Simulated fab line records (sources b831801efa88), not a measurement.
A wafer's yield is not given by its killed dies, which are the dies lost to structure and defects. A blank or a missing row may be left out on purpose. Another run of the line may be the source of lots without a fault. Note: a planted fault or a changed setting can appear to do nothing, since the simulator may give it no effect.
A struck lot beside a sound one | flow gf180mcu | 14 steps out of a route of 602
Sound: the wafers L442.3, L442.4, L442.6. Wafers L449.2, L449.4, L449.5 were the ones struck. The cause comes at the end.
Order at every step that has rows: each side's tool, ch and its chambers, its first start. Under that, the readings that differ: sound wafers | struck wafers | difference of the means | sigmas: that difference in standard deviations of wafers without a fault.
alike: readings whose means differ by less than 2 such deviations, and words and numbers that are the same on both sides. not compared: withheld readings, readings that some wafer has no value for, bounds like >300 that may hide the same value, and numbers for which the record gives no deviation and whose values overlap.
A row with sigmas, a row that says differs or no value, or rows on one side alone: a step with any of these is where the two part. Non-overlapping numbers with no deviation appear without sigmas and do not part them. A reading that every wafer of one side lacks parts them only if that side has two wafers or more.

first, 1 step without rows for these wafers: GF_CONTACT_CMP_27 (polishes, stops on SiO2, t overpolish 15 s, target thk 0 nm).
GF_M1_SPUTTER_00: material Ti, target thk 37.5 nm, time 150 s.
  sound on pvd_sputter-01 at day 16 22:23; struck on pvd_sputter-02 at day 20 13:11
  alike: throttle_valve_pct
GF_M1_SPUTTER_01: material TiN, target thk 30 nm, time 25 s.
  sound on pvd_sputter-01 at day 16 22:29; struck on pvd_sputter-02 at day 20 13:17
  alike: throttle_valve_pct
GF_M1_SPUTTER_02: material AlCu, target thk 450 nm, time 23.9 s.
  sound on pvd_sputter-01 at day 16 22:31; struck on pvd_sputter-02 at day 20 13:19
  alike: throttle_valve_pct
GF_M1_SPUTTER_03: material Ti, target thk 10 nm, time 6.7 s.
  sound on pvd_sputter-01 at day 16 22:32; struck on pvd_sputter-02 at day 20 13:21
  alike: throttle_valve_pct
GF_M1_SPUTTER_04: material TiN, target thk 50 nm, time 41.7 s.
  sound on pvd_sputter-01 at day 16 22:34; struck on pvd_sputter-02 at day 20 13:22
  alike: throttle_valve_pct
GF_M1_RS_MEAS_05: the measuring method here is four-point-probe.
  sound on film_metro-03 at day 16 22:38; struck on film_metro-01 at day 20 13:26
  alike: M1_ALCU_RS
GF_M1_THK_MEAS_06: measures by xrf.
  sound on film_metro-03 at day 16 22:44; struck on film_metro-01 at day 20 13:32
  alike: M1_ALCU_THK
then, 4 steps without rows for these wafers: GF_M1_DEHYDRATE_07 (time 60 s); GF_M1_HMDS_08 (prime time 60 s); GF_M1_COAT_09 (resist thk 1000 nm); GF_M1_SOFTBAKE_10 (time 60 s).
GF_M1_EXPOSE_11: exposes mask Metal1, target cd 230 nm.
  sound on krf_scanner-02 ch 0, day 17 10:31; struck on krf_scanner-01, day 21 01:31
  no value came back on the struck wafers for exposure_dose_mJ_cm2, focus_offset_nm (nm), reticle_temp_C (C); on the sound wafers exposure_dose_mJ_cm2 reads 27.93 27.88 27.92
  alike: mask
then, 1 step without rows for these wafers: GF_M1_PEB_12 (peb time 90 s).

## WHERE THEY PART
At GF_M1_EXPOSE_11 and nowhere else, as far as this record goes.

WHY: whatever the simulator had introduced
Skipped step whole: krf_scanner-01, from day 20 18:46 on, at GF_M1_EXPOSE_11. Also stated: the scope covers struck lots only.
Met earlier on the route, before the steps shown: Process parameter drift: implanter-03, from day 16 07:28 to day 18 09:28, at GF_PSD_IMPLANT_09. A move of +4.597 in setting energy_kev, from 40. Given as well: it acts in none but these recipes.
